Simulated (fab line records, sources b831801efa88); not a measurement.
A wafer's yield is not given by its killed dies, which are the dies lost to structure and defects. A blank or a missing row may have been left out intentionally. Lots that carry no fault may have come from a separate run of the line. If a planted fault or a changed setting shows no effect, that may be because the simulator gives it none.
fab line records -- flow sky130
record: lots: 24, wafers: 72, last-day: 50
route steps=708 shown FIELD_ISO@1 LI_CONTACT@385 VIA3@576 CAP2M@616 METAL4@629
lots that met no fault: taken from a fault-free run of the same line
start-h: hours from the record's first day to the start of the lot's first wafer shown -- wait-h: how many hours have passed since the lot's step before this one -- " the same as in the row above -- L1.1+2: a single row standing in for several wafers -- - either no value or no given start -- * or withheld: withheld -- < > ~ a bound
route shown NAME@n: a module of which the file shows steps, and the number in the route of the first -- usual: the fault-free wafers' mean and standard deviation -- same: alike in all rows -- chamber/n: place in a boat -- sites: readings site by site -- _std_site: standard deviation of those values -- _edge_site: outer sites' mean less inner sites' -- radius-mm: for every site, how far away it sits from the centre of the wafer -- mask NAME#n: copy n -- behind: tool/chamber where the wafer was last shaped -- hold: what put the lot on hold/how long, in hours/how the hold closed -- device: transistor that didn't switch, given as n, p or np -- end of line: the same wafers' tests at the end of the route -- where a step has no rows: the recipe by itself -- killed: the dies lost at the first sort to structure and to defects; this is not the yield of the wafer -- map: the dies of a wafer, with x for killed, . for not killed, _ for no die there
set.NAME: the setting the step ran with; set.NAME@STEP: the setting that earlier step ran with -- model.NAME: the simulator's own value behind a step, which no gauge read
one table for each step of the route and one row for each wafer, over a sample of lots
services: a tool's chamber out of use, with start hour (start-h, from the record's first day; less than 0 if before it), hours out, and reason
== steps ==
step: SKY_FIELD_ISO_BOW_MEAS_00
recipe: mode: bow
usual: INCOMING_BOW: 0/6.3
lot.wafer,tool,chamber,start-h,wait-h,INCOMING_BOW[um]
L074.1,film-metro-04,-,10.00,-,-6
L074.2,film-metro-04,-,10.00,-,6
L074.6,film-metro-04,-,10.00,-,7
L075.1,film-metro-02,-,15.00,-,0
L075.2,film-metro-02,-,15.00,-,8
L075.6,film-metro-02,-,15.00,-,8
L076.1,film-metro-04,-,20.00,-,6
L076.3,film-metro-04,-,20.00,-,1
L076.4,film-metro-04,-,20.00,-,0
L077.1,film-metro-02,-,25.00,-,-1
L077.2,film-metro-02,-,25.00,-,-12
L077.6,film-metro-02,-,25.00,-,-3
L078.4,film-metro-02,-,30.06,-,-4
L078.5,film-metro-02,-,30.06,-,6
L078.6,film-metro-02,-,30.06,-,5
L079.1,film-metro-04,-,35.00,-,7
L079.3,film-metro-04,-,35.00,-,-2
L079.6,film-metro-04,-,35.00,-,16
L080.2,film-metro-02,-,40.02,-,1
L080.5,film-metro-02,-,40.02,-,8
L080.6,film-metro-02,-,40.02,-,-2
L081.2,film-metro-04,-,45.02,-,-18
L081.3,film-metro-04,-,45.02,-,1
L081.4,film-metro-04,-,45.02,-,3
L082.1,film-metro-02,-,50.00,-,-3
L082.2,film-metro-02,-,50.00,-,13
L082.5,film-metro-02,-,50.00,-,-8
L083.1,film-metro-04,-,55.00,-,14
L083.2,film-metro-04,-,55.00,-,-6
L083.5,film-metro-04,-,55.00,-,6
L084.1,film-metro-04,-,60.00,-,10
L084.4,film-metro-04,-,60.00,-,3
L084.6,film-metro-04,-,60.00,-,4
L085.1,film-metro-04,-,65.00,-,4
L085.2,film-metro-04,-,65.00,-,11
L085.3,film-metro-04,-,65.00,-,-7
L086.1,film-metro-01,-,70.00,-,-3
L086.4,film-metro-01,-,70.00,-,-2
L086.6,film-metro-01,-,70.00,-,2
L087.1,film-metro-04,-,75.00,-,-5
L087.2,film-metro-04,-,75.00,-,-1
L087.6,film-metro-04,-,75.00,-,-2
L088.1,film-metro-01,-,80.00,-,3
L088.3,film-metro-01,-,80.00,-,-13
L088.4,film-metro-01,-,80.00,-,-8
L089.2,film-metro-01,-,85.02,-,-1
L089.5,film-metro-01,-,85.02,-,4
L089.6,film-metro-01,-,85.02,-,5
L090.2,film-metro-04,-,90.02,-,12
L090.4,film-metro-04,-,90.02,-,4
L090.6,film-metro-04,-,90.02,-,-3
L091.1,film-metro-02,-,95.00,-,-8
L091.4,film-metro-02,-,95.00,-,-7
L091.5,film-metro-02,-,95.00,-,-12
L092.1,film-metro-02,-,100.00,-,1
L092.5,film-metro-02,-,100.00,-,-9
L092.6,film-metro-02,-,100.00,-,-5
L093.4,film-metro-01,-,105.06,-,1
L093.5,film-metro-01,-,105.06,-,7
L093.6,film-metro-01,-,105.06,-,4
L094.3,film-metro-04,-,110.04,-,2
L094.4,film-metro-04,-,110.04,-,2
L094.6,film-metro-04,-,110.04,-,-4
L095.2,film-metro-04,-,115.02,-,0
L095.3,film-metro-04,-,115.02,-,2
L095.6,film-metro-04,-,115.02,-,1
L096.2,film-metro-01,-,120.02,-,-5
L096.4,film-metro-01,-,120.02,-,-4
L096.6,film-metro-01,-,120.02,-,1
L097.1,film-metro-01,-,125.00,-,3
L097.2,film-metro-01,-,125.00,-,0
L097.6,film-metro-01,-,125.00,-,-7
step: SKY_LI_CONTACT_THK_MEAS_23
recipe: thk-meas-gauge: xrf, reads: W_of_LI_CONTACT_CVD_21
usual: LI_CONTACT_W_THK: 398/6.4
lot.wafer,tool,chamber,start-h,wait-h,LI_CONTACT_W_THK[nm]
L074.1,film-metro-04,-,677.89,0.1,406
L074.2,film-metro-04,-,677.89,0.1,404
L074.6,film-metro-04,-,677.89,0.1,406
L075.1,film-metro-04,-,688.82,0.1,404
L075.2,film-metro-04,-,688.82,0.1,394
L075.6,film-metro-04,-,688.82,0.1,400
L076.1,film-metro-04,-,697.89,0.1,408
L076.3,film-metro-04,-,697.89,0.1,392
L076.4,film-metro-04,-,697.89,0.1,405
L077.1,film-metro-04,-,705.91,0.1,388
L077.2,film-metro-04,-,705.91,0.1,402
L077.6,film-metro-04,-,705.91,0.1,409
L078.4,film-metro-01,-,717.56,0.1,391
L078.5,film-metro-01,-,717.56,0.1,403
L078.6,film-metro-01,-,717.56,0.1,391
L079.1,film-metro-03,-,731.83,0.1,394
L079.3,film-metro-03,-,731.83,0.1,401
L079.6,film-metro-03,-,731.83,0.1,396
L080.2,film-metro-01,-,731.96,0.1,396
L080.5,film-metro-01,-,731.96,0.1,385
L080.6,film-metro-01,-,731.96,0.1,394
L081.2,film-metro-03,-,733.40,0.1,401
L081.3,film-metro-03,-,733.40,0.1,396
L081.4,film-metro-03,-,733.40,0.1,394
L082.1,film-metro-01,-,765.88,0.1,400
L082.2,film-metro-01,-,765.88,0.1,402
L082.5,film-metro-01,-,765.88,0.1,395
L083.1,film-metro-01,-,766.54,0.1,406
L083.2,film-metro-01,-,766.54,0.1,388
L083.5,film-metro-01,-,766.54,0.1,391
L084.1,film-metro-03,-,767.29,0.1,387
L084.4,film-metro-03,-,767.29,0.1,387
L084.6,film-metro-03,-,767.29,0.1,390
L085.1,film-metro-01,-,771.84,0.1,398
L085.2,film-metro-01,-,771.84,0.1,394
L085.3,film-metro-01,-,771.84,0.1,397
L086.1,film-metro-04,-,780.24,0.1,407
L086.4,film-metro-04,-,780.24,0.1,407
L086.6,film-metro-04,-,780.24,0.1,409
L087.1,film-metro-01,-,798.43,0.1,399
L087.2,film-metro-01,-,798.43,0.1,401
L087.6,film-metro-01,-,798.43,0.1,405
L088.1,film-metro-03,-,799.29,0.1,387
L088.3,film-metro-03,-,799.29,0.1,386
L088.4,film-metro-03,-,799.29,0.1,397
L090.2,film-metro-04,-,809.24,0.1,401
L090.4,film-metro-04,-,809.24,0.1,394
L090.6,film-metro-04,-,809.24,0.1,408
L089.2,film-metro-01,-,811.17,0.1,397
L089.5,film-metro-01,-,811.17,0.1,399
L089.6,film-metro-01,-,811.17,0.1,395
L091.1,film-metro-01,-,813.89,0.1,399
L091.4,film-metro-01,-,813.89,0.1,401
L091.5,film-metro-01,-,813.89,0.1,404
L092.1,film-metro-03,-,824.28,0.1,403
L092.5,film-metro-03,-,824.28,0.1,392
L092.6,film-metro-03,-,824.28,0.1,397
L093.4,film-metro-03,-,830.52,0.1,404
L093.5,film-metro-03,-,830.52,0.1,395
L093.6,film-metro-03,-,830.52,0.1,406
L094.3,film-metro-03,-,836.35,0.1,405
L094.4,film-metro-03,-,836.35,0.1,398
L094.6,film-metro-03,-,836.35,0.1,402
L095.2,film-metro-04,-,847.95,0.1,390
L095.3,film-metro-04,-,847.95,0.1,390
L095.6,film-metro-04,-,847.95,0.1,394
L096.2,film-metro-04,-,854.70,0.1,399
L096.4,film-metro-04,-,854.70,0.1,402
L096.6,film-metro-04,-,854.70,0.1,399
L097.1,film-metro-04,-,855.59,0.1,404
L097.2,film-metro-04,-,855.59,0.1,400
L097.6,film-metro-04,-,855.59,0.1,398
step: SKY_VIA3_BOW_MEAS_03
recipe: mode: bow
usual: VIA3_BOW: 79/7.4
lot.wafer,tool,chamber,start-h,wait-h,VIA3_BOW[um]
L074.1,film-metro-04,-,905.48,0.2,82
L074.2,film-metro-04,-,905.48,0.2,94
L074.6,film-metro-04,-,905.48,0.2,94
L075.1,film-metro-01,-,916.01,0.1,73
L075.2,film-metro-01,-,916.01,0.1,81
L075.6,film-metro-01,-,916.01,0.1,82
L076.1,film-metro-03,-,923.20,0.1,90
L076.3,film-metro-03,-,923.20,0.1,83
L076.4,film-metro-03,-,923.20,0.1,84
L077.1,film-metro-04,-,931.22,0.2,73
L077.2,film-metro-04,-,931.22,0.2,63
L077.6,film-metro-04,-,931.22,0.2,71
L078.4,film-metro-04,-,941.21,0.2,70
L078.5,film-metro-04,-,941.21,0.2,79
L078.6,film-metro-04,-,941.21,0.2,80
L079.1,film-metro-03,-,952.69,0.2,83
L079.3,film-metro-03,-,952.69,0.2,73
L079.6,film-metro-03,-,952.69,0.2,92
L080.2,film-metro-01,-,953.51,0.2,78
L080.5,film-metro-01,-,953.51,0.2,85
L080.6,film-metro-01,-,953.51,0.2,76
L081.2,film-metro-01,-,954.60,0.3,53
L081.3,film-metro-01,-,954.60,0.3,72
L081.4,film-metro-01,-,954.60,0.3,75
L082.1,film-metro-04,-,983.61,0.2,77
L082.2,film-metro-04,-,983.61,0.2,95
L082.5,film-metro-04,-,983.61,0.2,74
L083.1,film-metro-03,-,984.69,0.1,98
L083.2,film-metro-03,-,984.69,0.1,77
L083.5,film-metro-03,-,984.69,0.1,88
L084.1,film-metro-04,-,985.63,0.1,91
L084.4,film-metro-04,-,985.63,0.1,83
L084.6,film-metro-04,-,985.63,0.1,86
L085.1,film-metro-01,-,990.45,0.1,87
L085.2,film-metro-01,-,990.45,0.1,94
L085.3,film-metro-01,-,990.45,0.1,76
L086.1,film-metro-03,-,997.56,0.2,73
L086.4,film-metro-03,-,997.56,0.2,77
L086.6,film-metro-03,-,997.56,0.2,78
L087.1,film-metro-01,-,1014.52,0.2,73
L087.2,film-metro-01,-,1014.52,0.2,77
L087.6,film-metro-01,-,1014.52,0.2,75
L088.1,film-metro-01,-,1015.28,0.1,87
L088.3,film-metro-01,-,1015.28,0.1,72
L088.4,film-metro-01,-,1015.28,0.1,75
L090.2,film-metro-03,-,1023.78,0.3,87
L090.4,film-metro-03,-,1023.78,0.3,80
L090.6,film-metro-03,-,1023.78,0.3,73
L089.2,film-metro-04,-,1025.04,0.2,73
L089.5,film-metro-04,-,1025.04,0.2,80
L089.6,film-metro-04,-,1025.04,0.2,82
L091.1,film-metro-03,-,1026.48,0.1,72
L091.4,film-metro-03,-,1026.48,0.1,74
L091.5,film-metro-03,-,1026.48,0.1,69
L092.1,film-metro-03,-,1033.78,0.1,77
L092.5,film-metro-03,-,1033.78,0.1,67
L092.6,film-metro-03,-,1033.78,0.1,72
L093.4,film-metro-04,-,1041.65,0.3,83
L093.5,film-metro-04,-,1041.65,0.3,91
L093.6,film-metro-04,-,1041.65,0.3,86
L094.3,film-metro-01,-,1047.77,0.2,79
L094.4,film-metro-01,-,1047.77,0.2,79
L094.6,film-metro-01,-,1047.77,0.2,74
L095.2,film-metro-04,-,1057.97,0.2,81
L095.3,film-metro-04,-,1057.97,0.2,82
L095.6,film-metro-04,-,1057.97,0.2,82
L096.2,film-metro-03,-,1060.39,0.3,76
L096.4,film-metro-03,-,1060.39,0.3,76
L096.6,film-metro-03,-,1060.39,0.3,80
L097.1,film-metro-03,-,1061.32,0.1,84
L097.2,film-metro-03,-,1061.32,0.1,79
L097.6,film-metro-03,-,1061.32,0.1,74
step: SKY_VIA3_RS_MEAS_22
recipe: thk-meas-gauge: four-point-probe, reads: W_of_VIA3_CVD_21+TiN_of_VIA3_SPUTTER_20
usual: VIA3_W_RS: 0.293/0.0042
lot.wafer,tool,chamber,start-h,wait-h,VIA3_W_RS[ohm/sq]
L074.1,film-metro-03,-,931.55,0.1,0.291
L074.2,film-metro-03,-,931.55,0.1,0.299
L074.6,film-metro-03,-,931.55,0.1,0.297
L075.1,film-metro-01,-,942.97,0.1,0.293
L075.2,film-metro-01,-,942.97,0.1,0.295
L075.6,film-metro-01,-,942.97,0.1,0.296
L076.1,film-metro-01,-,948.83,0.1,0.288
L076.3,film-metro-01,-,948.83,0.1,0.287
L076.4,film-metro-01,-,948.83,0.1,0.293
L077.1,film-metro-01,-,957.15,0.1,0.290
L077.2,film-metro-01,-,957.15,0.1,0.295
L077.6,film-metro-01,-,957.15,0.1,0.296
L078.4,film-metro-04,-,966.92,0.1,0.297
L078.5,film-metro-04,-,966.92,0.1,0.291
L078.6,film-metro-04,-,966.92,0.1,0.297
L079.1,film-metro-04,-,977.92,0.1,0.296
L079.3,film-metro-04,-,977.92,0.1,0.292
L079.6,film-metro-04,-,977.92,0.1,0.289
L080.2,film-metro-04,-,978.49,0.1,0.295
L080.5,film-metro-04,-,978.49,0.1,0.298
L080.6,film-metro-04,-,978.49,0.1,0.287
L081.2,film-metro-03,-,979.91,0.1,0.298
L081.3,film-metro-03,-,979.91,0.1,0.301
L081.4,film-metro-03,-,979.91,0.1,0.295
L082.1,film-metro-01,-,1008.22,0.1,0.296
L082.2,film-metro-01,-,1008.22,0.1,0.294
L082.5,film-metro-01,-,1008.22,0.1,0.290
L083.1,film-metro-04,-,1009.20,0.1,0.295
L083.2,film-metro-04,-,1009.20,0.1,0.287
L083.5,film-metro-04,-,1009.20,0.1,0.289
L084.1,film-metro-03,-,1010.70,0.1,0.288
L084.4,film-metro-03,-,1010.70,0.1,0.297
L084.6,film-metro-03,-,1010.70,0.1,0.295
L085.1,film-metro-01,-,1015.67,0.1,0.295
L085.2,film-metro-01,-,1015.67,0.1,0.289
L085.3,film-metro-01,-,1015.67,0.1,0.288
L086.1,film-metro-03,-,1021.98,0.1,0.288
L086.4,film-metro-03,-,1021.98,0.1,0.297
L086.6,film-metro-03,-,1021.98,0.1,0.295
L087.1,film-metro-01,-,1037.91,0.1,0.292
L087.2,film-metro-01,-,1037.91,0.1,0.293
L087.6,film-metro-01,-,1037.91,0.1,0.292
L088.1,film-metro-03,-,1038.62,0.1,0.296
L088.3,film-metro-03,-,1038.62,0.1,0.291
L088.4,film-metro-03,-,1038.62,0.1,0.287
L089.2,film-metro-03,-,1048.38,0.1,0.296
L089.5,film-metro-03,-,1048.38,0.1,0.295
L089.6,film-metro-03,-,1048.38,0.1,0.286
L090.2,film-metro-04,-,1048.62,0.1,0.295
L090.4,film-metro-04,-,1048.62,0.1,0.293
L090.6,film-metro-04,-,1048.62,0.1,0.294
L091.1,film-metro-01,-,1050.27,0.1,0.292
L091.4,film-metro-01,-,1050.27,0.1,0.293
L091.5,film-metro-01,-,1050.27,0.1,0.291
L092.1,film-metro-03,-,1057.23,0.1,0.287
L092.5,film-metro-03,-,1057.23,0.1,0.286
L092.6,film-metro-03,-,1057.23,0.1,0.296
L093.4,film-metro-04,-,1065.12,0.1,0.290
L093.5,film-metro-04,-,1065.12,0.1,0.298
L093.6,film-metro-04,-,1065.12,0.1,0.291
L094.3,film-metro-03,-,1071.06,0.2,0.288
L094.4,film-metro-03,-,1071.06,0.2,0.287
L094.6,film-metro-03,-,1071.06,0.2,0.288
L095.2,film-metro-01,-,1080.38,0.1,0.301
L095.3,film-metro-01,-,1080.38,0.1,0.292
L095.6,film-metro-01,-,1080.38,0.1,0.291
L096.2,film-metro-01,-,1081.79,0.1,0.294
L096.4,film-metro-01,-,1081.79,0.1,0.301
L096.6,film-metro-01,-,1081.79,0.1,0.303
L097.1,film-metro-04,-,1084.20,0.1,0.297
L097.2,film-metro-04,-,1084.20,0.1,0.287
L097.6,film-metro-04,-,1084.20,0.1,0.296
step: SKY_CAP2M_METAL_ETCH_13
recipe: target-depth-nm: 220, stop-on: SiO2, chemistry: Cl2/BCl3, target: TiN, pressure-mtorr: 10, icp-w: 900, bias-w: 48.5, Cl2_flow_sccm: 60, bcl3-flow-sccm: 30, time-s: 62.9
usual: drypump-motor-current-A: 5.5/0.4, oes-product-au: 0.940/0.0085, throttle-valve-pct: 21.903/0.0095
lot.wafer,tool,chamber,start-h,wait-h,drypump-motor-current-A,oes-product-au,rf-hours-counter-h,throttle-valve-pct
L074.1,rie-metal-04,1,957.12,0.0,5.7,0.936,15,21.902
L074.2,rie-metal-04,0,957.12,0.0,5.4,0.938,13,21.906
L074.6,rie-metal-04,1,957.12,0.0,5.7,0.948,-,21.896
L075.1,rie-metal-02,0,968.41,0.0,6.2,0.934,13,21.911
L075.2,rie-metal-02,1,968.41,0.0,5.3,0.942,10,21.910
L075.6,rie-metal-02,0,968.41,0.0,6.2,0.932,-,21.906
L076.1,rie-metal-04,1,973.92,0.0,5.7,0.930,16,21.926
L076.3,rie-metal-04,0,973.92,0.0,5.4,0.937,-,21.907
L076.4,rie-metal-04,1,973.92,0.0,5.7,0.927,-,21.905
L077.1,rie-metal-02,0,981.87,0.0,6.2,0.949,13,21.889
L077.2,rie-metal-02,1,981.87,0.0,5.3,0.928,11,21.901
L077.6,rie-metal-02,0,981.87,0.0,6.2,0.932,-,21.924
L078.4,rie-metal-02,1,991.49,0.0,5.3,0.931,-,21.914
L078.5,rie-metal-02,0,991.49,0.0,6.2,0.943,-,21.906
L078.6,rie-metal-02,1,991.49,0.0,5.3,0.929,-,21.892
L079.1,rie-metal-04,1,1001.87,0.0,5.7,0.936,17,21.901
L079.3,rie-metal-04,1,1001.87,0.0,5.6,0.944,-,21.919
L079.6,rie-metal-04,0,1001.87,0.0,5.4,0.947,-,21.916
L080.2,rie-metal-01,0,1003.21,0.0,5.2,0.945,3,21.920
L080.5,rie-metal-01,1,1003.21,0.0,5.1,0.940,-,21.902
L080.6,rie-metal-01,0,1003.21,0.0,5.2,0.935,-,21.916
L081.2,rie-metal-02,0,1004.32,0.0,6.2,0.933,15,21.901
L081.3,rie-metal-02,1,1004.32,0.0,5.3,0.939,-,21.927
L081.4,rie-metal-02,0,1004.32,0.0,6.2,0.938,-,21.890
L082.1,rie-metal-01,1,1031.72,0.0,5.1,0.950,16,21.902
L082.2,rie-metal-01,0,1031.72,0.0,5.2,0.953,4,21.905
L082.5,rie-metal-01,0,1031.72,0.0,5.2,0.951,-,21.906
L083.1,rie-metal-01,0,1032.52,0.0,5.2,0.948,4,21.893
L083.2,rie-metal-01,1,1032.52,0.0,5.1,0.952,16,21.895
L083.5,rie-metal-01,0,1032.52,0.0,5.2,0.961,-,21.896
L084.1,rie-metal-02,1,1034.27,0.0,5.3,0.936,14,21.906
L084.4,rie-metal-02,0,1034.27,0.0,6.2,0.934,-,21.891
L084.6,rie-metal-02,1,1034.27,0.0,5.4,0.950,-,21.893
L085.1,rie-metal-01,0,1039.32,0.0,5.2,0.934,4,21.900
L085.2,rie-metal-01,1,1039.32,0.0,5.1,0.943,16,21.892
L085.3,rie-metal-01,1,1039.32,0.0,5.1,0.944,-,21.904
L086.1,rie-metal-02,0,1045.72,0.0,6.2,0.956,17,21.917
L086.4,rie-metal-02,1,1045.72,0.0,5.3,0.948,-,21.887
L086.6,rie-metal-02,1,1045.72,0.0,5.4,0.946,-,21.911
L087.1,rie-metal-04,0,1060.12,0.0,5.4,0.931,19,21.906
L087.2,rie-metal-04,1,1060.12,0.0,5.6,0.931,21,21.905
L087.6,rie-metal-04,1,1060.12,0.0,5.6,0.947,-,21.899
L088.1,rie-metal-02,0,1061.22,0.0,6.2,0.933,18,21.907
L088.3,rie-metal-02,0,1061.22,0.0,6.2,0.937,-,21.893
L088.4,rie-metal-02,0,1061.22,0.0,6.2,0.955,-,21.906
L089.2,rie-metal-02,0,1070.57,0.0,6.2,0.925,19,21.933
L089.5,rie-metal-02,0,1070.57,0.0,6.2,0.938,-,21.908
L089.6,rie-metal-02,1,1070.57,0.0,5.3,0.920,-,21.896
L090.2,rie-metal-01,0,1070.87,0.0,5.2,0.955,7,21.905
L090.4,rie-metal-01,0,1070.87,0.0,5.2,0.946,-,21.891
L090.6,rie-metal-01,1,1070.87,0.0,5.1,0.941,-,21.899
L091.1,rie-metal-01,1,1073.07,0.0,5.1,0.944,18,21.895
L091.4,rie-metal-01,1,1073.07,0.0,5.1,0.934,-,21.917
L091.5,rie-metal-01,0,1073.07,0.0,5.2,0.939,-,21.912
L092.1,rie-metal-04,0,1079.12,0.0,5.4,0.935,21,21.887
L092.5,rie-metal-04,0,1079.12,0.0,5.4,0.937,-,21.908
L092.6,rie-metal-04,1,1079.12,0.0,5.7,0.944,-,21.916
L093.4,rie-metal-04,0,1087.35,0.0,5.4,0.940,-,21.909
L093.5,rie-metal-04,1,1087.35,0.0,5.6,0.936,-,21.902
L093.6,rie-metal-04,0,1087.35,0.0,5.4,0.940,-,21.904
L094.3,rie-metal-01,0,1093.09,0.0,5.2,0.929,-,21.906
L094.4,rie-metal-01,1,1093.09,0.0,5.1,0.939,-,21.904
L094.6,rie-metal-01,0,1093.09,0.0,5.2,0.921,-,21.902
L095.2,rie-metal-02,1,1101.97,0.0,5.3,0.950,17,21.896
L095.3,rie-metal-02,1,1101.97,0.0,5.3,0.940,-,21.917
L095.6,rie-metal-02,0,1101.97,0.0,6.2,0.952,-,21.901
L096.2,rie-metal-01,0,1102.92,0.0,5.2,0.939,9,21.895
L096.4,rie-metal-01,1,1102.92,0.0,5.1,0.935,-,21.902
L096.6,rie-metal-01,0,1102.92,0.0,5.2,0.939,-,21.916
L097.1,rie-metal-04,0,1105.27,0.0,5.4,0.928,23,21.883
L097.2,rie-metal-04,1,1105.27,0.0,5.7,0.942,25,21.901
L097.6,rie-metal-04,0,1105.27,0.0,5.4,0.954,-,21.895
step: SKY_METAL4_CD_MEAS_13
recipe: target-cd-nm: 300
usual: cd-nm: 299.7/1.2
lot.wafer,tool,chamber,start-h,wait-h,cd-nm
L074.1,cd-sem-01,-,982.02,-,298.0
L074.2,cd-sem-01,-,982.02,-,298.3
L074.6,cd-sem-01,-,982.02,-,298.4
L075.1,cd-sem-02,-,993.17,-,298.4
L075.2,cd-sem-02,-,993.17,-,297.9
L075.6,cd-sem-02,-,993.17,-,298.8
L076.1,cd-sem-02,-,998.74,-,299.1
L076.3,cd-sem-02,-,998.74,-,299.5
L076.4,cd-sem-02,-,998.74,-,298.0
L077.1,cd-sem-02,-,1005.33,-,297.6
L077.2,cd-sem-02,-,1005.33,-,297.3
L077.6,cd-sem-02,-,1005.33,-,298.4
L078.4,cd-sem-02,-,1016.54,-,298.1
L078.5,cd-sem-02,-,1016.54,-,298.9
L078.6,cd-sem-02,-,1016.54,-,296.4
L079.1,cd-sem-01,-,1026.13,-,299.4
L079.3,cd-sem-01,-,1026.13,-,300.2
L079.6,cd-sem-01,-,1026.13,-,299.2
L080.2,cd-sem-01,-,1027.74,-,299.8
L080.5,cd-sem-01,-,1027.74,-,299.0
L080.6,cd-sem-01,-,1027.74,-,299.0
L081.2,cd-sem-01,-,1027.96,-,300.6
L081.3,cd-sem-01,-,1027.96,-,298.5
L081.4,cd-sem-01,-,1027.96,-,299.3
L082.1,cd-sem-01,-,1054.52,-,299.5
L082.2,cd-sem-01,-,1054.52,-,298.7
L082.5,cd-sem-01,-,1054.52,-,297.9
L083.1,cd-sem-02,-,1055.82,-,300.9
L083.2,cd-sem-02,-,1055.82,-,300.7
L083.5,cd-sem-02,-,1055.82,-,299.9
L084.1,cd-sem-01,-,1057.63,-,302.1
L084.4,cd-sem-01,-,1057.63,-,299.7
L084.6,cd-sem-01,-,1057.63,-,300.6
L085.1,cd-sem-02,-,1061.49,-,301.4
L085.2,cd-sem-02,-,1061.49,-,300.2
L085.3,cd-sem-02,-,1061.49,-,300.5
L086.1,cd-sem-02,-,1068.08,-,299.8
L086.4,cd-sem-02,-,1068.08,-,300.6
L086.6,cd-sem-02,-,1068.08,-,299.8
L087.1,cd-sem-01,-,1082.47,-,299.2
L087.2,cd-sem-01,-,1082.47,-,299.6
L087.6,cd-sem-01,-,1082.47,-,301.1
L088.1,cd-sem-02,-,1083.44,-,301.4
L088.3,cd-sem-02,-,1083.44,-,301.4
L088.4,cd-sem-02,-,1083.44,-,301.3
L089.2,cd-sem-01,-,1092.64,-,302.1
L089.5,cd-sem-01,-,1092.64,-,301.4
L089.6,cd-sem-01,-,1092.64,-,302.6
L090.2,cd-sem-01,-,1093.11,-,300.2
L090.4,cd-sem-01,-,1093.11,-,300.1
L090.6,cd-sem-01,-,1093.11,-,300.8
L091.1,cd-sem-02,-,1094.54,-,300.6
L091.4,cd-sem-02,-,1094.54,-,299.9
L091.5,cd-sem-02,-,1094.54,-,300.8
L092.1,cd-sem-01,-,1100.24,-,299.1
L092.5,cd-sem-01,-,1100.24,-,300.0
L092.6,cd-sem-01,-,1100.24,-,298.7
L093.4,cd-sem-01,-,1109.43,-,299.7
L093.5,cd-sem-01,-,1109.43,-,298.8
L093.6,cd-sem-01,-,1109.43,-,300.1
L094.3,cd-sem-01,-,1114.37,-,299.8
L094.4,cd-sem-01,-,1114.37,-,298.4
L094.6,cd-sem-01,-,1114.37,-,299.1
L095.2,cd-sem-01,-,1122.54,-,300.0
L095.3,cd-sem-01,-,1122.54,-,299.6
L095.6,cd-sem-01,-,1122.54,-,299.7
L096.2,cd-sem-02,-,1124.04,-,299.7
L096.4,cd-sem-02,-,1124.04,-,299.7
L096.6,cd-sem-02,-,1124.04,-,300.6
L097.1,cd-sem-01,-,1125.59,-,299.6
L097.2,cd-sem-01,-,1125.59,-,300.4
L097.6,cd-sem-01,-,1125.59,-,301.1
== services ==
tool,chamber,start-h,hours,kind
rie-metal-04,-,933.36,4.3,pm
rie-metal-01,0,936.57,-,clean
rie-metal-01,0,936.57,26.3,scheduled-down
rie-metal-01,0,936.57,26.3,vent-cycle
rie-metal-04,-,947.51,1.5,repair
rie-metal-04,-,974.93,2.8,pm
rie-metal-01,-,997.10,0.6,repair
rie-metal-02,1,1055.48,7.9,repair
== key ==
fault none
